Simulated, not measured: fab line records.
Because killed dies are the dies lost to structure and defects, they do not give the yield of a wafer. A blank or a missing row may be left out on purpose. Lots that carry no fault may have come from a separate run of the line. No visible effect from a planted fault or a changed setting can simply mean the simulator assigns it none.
fab line records ; flow sky130
record lots=6; wafers=18; lastDay=50
route steps=708 shown VT_ADJUST_HVTR@137 VT_ADJUST_PCH@143 SONOS_TUNNEL@154
lots with no fault: from the same line, run without faults
startH: hours from the record's first day to the start of the lot's first wafer shown ; waitH: hours since the lot's step before ; " the same as in the row above ; L1.1+2: a single row standing in for several wafers ; - no value, or no start given ; * or withheld: withheld ; < > ~ a bound
route shown NAME@n: names a module that has steps shown in the file, with the first one's number in the route ; usual: mean and standard deviation over wafers with no fault ; same: alike in all rows ; chamber/n: place in a boat ; sites: the reading at each site ; _std_site: the values' standard deviation ; _edge_site: the outer-site mean with the inner-site mean subtracted ; radiusMm: for every site, how far away it sits from the centre of the wafer ; mask NAME#n: copy n ; behind: tool/chamber where the wafer was last shaped ; hold: why the lot was held/for how many hours/how that ended ; device: names the non-switching transistor (n, p or np) ; end of line: the tests these same wafers got at the end of their route ; where a step has no rows: the recipe by itself ; killed: dies that structure and defects cost at the first sort, which is not the same as the wafer's yield ; map: shows each die of a wafer: x if killed, . if not, _ if none is there
set.NAME: the setting that was run; set.NAME@STEP: the one run at that earlier step ; model.NAME: the simulator's own value behind a step, which no gauge read
lots seen at some steps along the route; tables by step, rows by wafer
services: when a tool's chamber went out of use (startH, in hours from the record's first day, below 0 if earlier), for how many hours, and the reason
## steps
# step SKY_VT_ADJUST_HVTR_DEVELOP_06
# recipe developTimeS=60; devTempC=23
# step SKY_VT_ADJUST_HVTR_CD_MEAS_07
# recipe targetCdNm=380
# usual cdNm=379.6/2.1
lot.wafer;tool;chamber;startH;waitH;cdNm
L794.1;cdSem-01;-;281.80;0.1;377.6
L794.3;cdSem-01;-;281.80;0.1;377.2
L794.6;cdSem-01;-;281.80;0.1;376.6
L798.4;cdSem-01;-;313.06;0.1;378.1
L798.5;cdSem-01;-;313.06;0.1;377.9
L798.6;cdSem-01;-;313.06;0.1;376.2
L800.3;cdSem-01;-;325.70;0.1;375.0
L800.5;cdSem-01;-;325.70;0.1;379.9
L800.6;cdSem-01;-;325.70;0.1;377.8
L801.1;cdSem-02;-;334.15;0.1;383.8
L801.4;cdSem-02;-;334.15;0.1;381.1
L801.6;cdSem-02;-;334.15;0.1;381.8
L803.2;cdSem-02;-;341.93;0.1;378.4
L803.3;cdSem-02;-;341.93;0.1;377.1
L803.6;cdSem-02;-;341.93;0.1;377.7
L805.2;cdSem-01;-;366.21;0.1;378.1
L805.4;cdSem-01;-;366.21;0.1;378.3
L805.5;cdSem-01;-;366.21;0.1;379.6
# step SKY_VT_ADJUST_HVTR_OVL_MEAS_08
# usual VT_ADJUST_HVTR_OVL=-0.2/1.3
lot.wafer;tool;chamber;startH;waitH;VT_ADJUST_HVTR_OVL[nm]
L794.1;overlay-02;-;281.92;0.1;1.8
L794.3;overlay-02;-;281.92;0.1;-0.4
L794.6;overlay-02;-;281.92;0.1;0.1
L798.4;overlay-01;-;313.14;0.1;0.0
L798.5;overlay-01;-;313.14;0.1;0.8
L798.6;overlay-01;-;313.14;0.1;-0.4
L800.3;overlay-01;-;325.79;0.1;1.2
L800.5;overlay-01;-;325.79;0.1;-2.4
L800.6;overlay-01;-;325.79;0.1;0.2
L801.1;overlay-01;-;334.27;0.1;-0.1
L801.4;overlay-01;-;334.27;0.1;-0.7
L801.6;overlay-01;-;334.27;0.1;0.5
L803.2;overlay-02;-;342.03;0.1;2.2
L803.3;overlay-02;-;342.03;0.1;0.7
L803.6;overlay-02;-;342.03;0.1;0.6
L805.2;overlay-02;-;366.31;0.1;0.5
L805.4;overlay-02;-;366.31;0.1;0.8
L805.5;overlay-02;-;366.31;0.1;-1.0
# step SKY_VT_ADJUST_HVTR_IMPLANT_09
# recipe species=B; energyKev=10; doseCm2=2.1e+12; tiltDeg=withheld
# step SKY_VT_ADJUST_HVTR_STRIP_10
# recipe chemistry=O2/N2; powerW=1400; pressureMtorr=1500; platenTempC=withheld; o2FlowSccm=3000; n2FlowSccm=300; overashFraction=0.5
# usual drypumpMotorCurrentA=5.4/0.44; oesProductAu=0.715/0.0045; stripTimeToEndpointS=14.17/0.041
lot.wafer;tool;chamber;startH;waitH;drypumpMotorCurrentA;oesProductAu;rfHoursCounterH;stripTimeToEndpointS
L794.1;plasmaAsher-02;1;282.11;0.1;6.1;0.705;50;14.22
L794.3;plasmaAsher-02;1;282.11;0.1;6.1;0.711;-;14.22
L794.6;plasmaAsher-02;0;282.11;0.1;5.9;0.711;-;14.24
L798.4;plasmaAsher-03;1;313.34;0.1;5.5;0.715;-;14.16
L798.5;plasmaAsher-03;0;313.34;0.1;4.8;0.714;-;14.16
L798.6;plasmaAsher-03;1;313.34;0.1;5.5;0.710;-;14.12
L800.3;plasmaAsher-03;1;326.00;0.1;5.5;0.720;-;14.20
L800.5;plasmaAsher-03;0;326.00;0.1;4.8;0.715;-;14.19
L800.6;plasmaAsher-03;1;326.00;0.1;5.5;0.713;-;14.20
L801.1;plasmaAsher-04;1;334.45;0.1;5.6;0.719;65;14.21
L801.4;plasmaAsher-04;1;334.45;0.1;5.6;0.726;-;14.17
L801.6;plasmaAsher-04;0;334.45;0.1;5.3;0.710;-;14.18
L803.2;plasmaAsher-04;1;342.21;0.1;5.7;0.710;66;14.21
L803.3;plasmaAsher-04;1;342.21;0.1;5.6;0.715;-;14.22
L803.6;plasmaAsher-04;1;342.21;0.1;5.6;0.703;-;14.20
L805.2;plasmaAsher-02;0;366.49;0.1;6.1;0.713;59;14.22
L805.4;plasmaAsher-02;1;366.49;0.1;6.1;0.720;-;14.20
L805.5;plasmaAsher-02;1;366.49;0.1;6.1;0.719;-;14.20
# step SKY_VT_ADJUST_HVTR_TW_MEAS_11
# usual VT_ADJUST_HVTR_TW=211.4/1.3
lot.wafer;tool;chamber;startH;waitH;VT_ADJUST_HVTR_TW
L794.1;filmMetro-04;-;282.21;0.1;212.4
L794.3;filmMetro-04;-;282.21;0.1;213.6
L794.6;filmMetro-04;-;282.21;0.1;212.7
L798.4;filmMetro-04;-;313.43;0.1;212.6
L798.5;filmMetro-04;-;313.43;0.1;213.2
L798.6;filmMetro-04;-;313.43;0.1;212.0
L800.3;filmMetro-04;-;326.08;0.1;213.0
L800.5;filmMetro-04;-;326.08;0.1;213.2
L800.6;filmMetro-04;-;326.08;0.1;212.8
L801.1;filmMetro-02;-;334.55;0.1;210.7
L801.4;filmMetro-02;-;334.55;0.1;211.2
L801.6;filmMetro-02;-;334.55;0.1;211.6
L803.2;filmMetro-02;-;342.32;0.1;211.5
L803.3;filmMetro-02;-;342.32;0.1;210.5
L803.6;filmMetro-02;-;342.32;0.1;209.9
L805.2;filmMetro-02;-;366.60;0.1;210.2
L805.4;filmMetro-02;-;366.60;0.1;209.0
L805.5;filmMetro-02;-;366.60;0.1;209.1
# step SKY_VT_ADJUST_PCH_DEHYDRATE_00
# recipe tempC=200; timeS=60
# step SKY_VT_ADJUST_PCH_HMDS_01
# recipe primeTimeS=60; primeTempC=120
# step SKY_VT_ADJUST_PCH_COAT_02
# recipe spinRpm=2000; resistThkNm=3000
# step SKY_VT_ADJUST_PCH_SOFTBAKE_03
# recipe tempC=110; timeS=withheld
# step SKY_VT_ADJUST_PCH_EXPOSE_04
# recipe maskId=NWM; na=0.6; sourceShape=conventional; sigmaOuter=0.6; polarization=unpolarized; targetCdNm=840; doseMj=255
# step SKY_VT_ADJUST_PCH_PEB_05
# recipe tempC=115; timeS=withheld
# step SKY_VT_ADJUST_PCH_DEVELOP_06
# recipe wallAngleDeg=90; developer=TMAH; developTimeS=60; devTempC=23
lot.wafer;tool;chamber;startH;waitH
L794.1+3+6;lithoTrack-03;0;307;-
L798.4+5+6;lithoTrack-03;0;338;-
L800.3+5+6;lithoTrack-03;0;352;-
L801.1+4+6;lithoTrack-01;0;361;-
L803.2+3+6;lithoTrack-01;0;369;-
L805.2+4+5;lithoTrack-02;0;394;-
# step SKY_VT_ADJUST_PCH_OVL_MEAS_07
# usual VT_ADJUST_PCH_OVL=0.7/1.3
lot.wafer;tool;chamber;startH;waitH;VT_ADJUST_PCH_OVL[nm]
L794.1;overlay-01;-;307.55;-;3.0
L794.3;overlay-01;-;307.55;-;1.0
L794.6;overlay-01;-;307.55;-;1.0
L798.4;overlay-02;-;339.07;-;-
L798.5;overlay-02;-;339.07;-;-
L798.6;overlay-02;-;339.07;-;-
L800.3;overlay-01;-;352.41;-;-
L800.5;overlay-01;-;352.41;-;-
L800.6;overlay-01;-;352.41;-;-
L801.1;overlay-01;-;361.84;-;-0.2
L801.4;overlay-01;-;361.84;-;1.1
L801.6;overlay-01;-;361.84;-;1.0
L803.2;overlay-02;-;369.80;-;-0.4
L803.3;overlay-02;-;369.80;-;-0.5
L803.6;overlay-02;-;369.80;-;-1.7
L805.2;overlay-01;-;394.14;-;0.6
L805.4;overlay-01;-;394.14;-;3.3
L805.5;overlay-01;-;394.14;-;-0.5
# step SKY_VT_ADJUST_PCH_IMPLANT_08
# recipe species=B; energyKev=9.864; doseCm2=5e+11; tiltDeg=withheld
# step SKY_VT_ADJUST_PCH_STRIP_09
# recipe chemistry=O2/N2; powerW=1400; pressureMtorr=1500; platenTempC=withheld; o2FlowSccm=3000; n2FlowSccm=300; overashFraction=0.5
# usual drypumpMotorCurrentA=5.4/0.43; oesProductAu=0.722/0.0044; stripTimeToEndpointS=37.01/0.11
lot.wafer;tool;chamber;startH;waitH;drypumpMotorCurrentA;oesProductAu;rfHoursCounterH;stripTimeToEndpointS
L794.1;plasmaAsher-03;0;307.73;0.1;4.8;0.719;63;36.93
L794.3;plasmaAsher-03;1;307.73;0.1;5.5;0.732;-;37.07
L794.6;plasmaAsher-03;0;307.73;0.1;4.8;0.724;-;36.86
L798.4;plasmaAsher-01;1;339.27;0.1;5.2;0.720;-;37.20
L798.5;plasmaAsher-01;1;339.27;0.1;5.2;0.730;-;37.17
L798.6;plasmaAsher-01;0;339.27;0.1;5.5;0.724;-;37.21
L800.3;plasmaAsher-02;1;352.62;0.1;6.1;0.729;-;37.13
L800.5;plasmaAsher-02;0;352.62;0.1;6.0;0.724;-;37.09
L800.6;plasmaAsher-02;1;352.62;0.1;6.1;0.729;-;37.12
L801.1;plasmaAsher-03;1;362.03;0.1;5.5;0.723;68;37.06
L801.4;plasmaAsher-03;1;362.03;0.1;5.5;0.721;-;37.13
L801.6;plasmaAsher-03;0;362.03;0.1;4.8;0.725;-;37.12
L803.2;plasmaAsher-01;1;369.98;0.1;5.2;0.714;21;36.98
L803.3;plasmaAsher-01;1;369.98;0.1;5.2;0.721;-;36.93
L803.6;plasmaAsher-01;0;369.98;0.1;5.5;0.725;-;37.00
L805.2;plasmaAsher-01;0;394.32;0.1;5.5;0.718;23;37.03
L805.4;plasmaAsher-01;1;394.32;0.1;5.2;0.715;-;37.10
L805.5;plasmaAsher-01;0;394.32;0.1;5.5;0.728;-;37.04
# step SKY_VT_ADJUST_PCH_TW_MEAS_10
# usual VT_ADJUST_PCH_TW=142.4/1.2
lot.wafer;tool;chamber;startH;waitH;VT_ADJUST_PCH_TW
L794.1;filmMetro-03;-;307.83;0.1;142.6
L794.3;filmMetro-03;-;307.83;0.1;142.8
L794.6;filmMetro-03;-;307.83;0.1;142.5
L798.4;filmMetro-04;-;339.36;0.1;30.3
L798.5;filmMetro-04;-;339.36;0.1;30.2
L798.6;filmMetro-04;-;339.36;0.1;30.3
L800.3;filmMetro-03;-;352.70;0.1;29.9
L800.5;filmMetro-03;-;352.70;0.1;30.0
L800.6;filmMetro-03;-;352.70;0.1;30.0
L801.1;filmMetro-04;-;362.13;0.1;142.6
L801.4;filmMetro-04;-;362.13;0.1;143.5
L801.6;filmMetro-04;-;362.13;0.1;143.3
L803.2;filmMetro-04;-;370.09;0.1;143.6
L803.3;filmMetro-04;-;370.09;0.1;143.5
L803.6;filmMetro-04;-;370.09;0.1;142.3
L805.2;filmMetro-02;-;394.43;0.1;139.9
L805.4;filmMetro-02;-;394.43;0.1;139.5
L805.5;filmMetro-02;-;394.43;0.1;140.1
# step SKY_SONOS_TUNNEL_DEHYDRATE_00
# recipe tempC=200; timeS=60
## services
tool;chamber;startH;hours;kind
plasmaAsher-04;-;271.91;1.8;repair
plasmaAsher-01;-;302.82;9.1;repair
plasmaAsher-04;-;320.34;2.8;pm
plasmaAsher-01;-;344.79;1.6;repair
plasmaAsher-03;-;389.21;2.8;pm
plasmaAsher-04;-;390.24;4.9;repair
## key
firstSign step=SKY_VT_ADJUST_PCH_OVL_MEAS_07; reading=VT_ADJUST_PCH_OVL; direction=missing
effect step=SKY_VT_ADJUST_PCH_TW_MEAS_10; reading=VT_ADJUST_PCH_TW; direction=down; sigmas=93; usual=142.4; struck=30.1
metAt SKY_VT_ADJUST_PCH_DEVELOP_06
struckWafers L798.4,L798.5,L798.6,L800.3,L800.5,L800.6
sortLeftOut L798.4,L798.5,L798.6,L800.3,L800.5,L800.6
testerLeftOut L798,L800
onsetBetween 307 338
alsoFits SKY_VT_ADJUST_HVTR_STRIP_10:plasmaAsher-03
fault kind=processParameterDrift; tool=lithoTrack-03; chamber=-; onsetH=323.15; steps=SKY_VT_ADJUST_PCH_DEVELOP_06; channel=developTimeS; offset=*; shape=step; endH=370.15; actsIn=*; stated=*
# testerLeftOut: of these lots the tester's yield and bins aren't shown, on N5 and GAA mostly nor the transistor test; their killed dies are dies lost to structure and defects alone, not to doping, threshold or leakage, so they don't give the yield
# sortLeftOut: the simulated sort isn't trusted on such a fault, so these wafers' sort isn't shown, and their yield isn't known
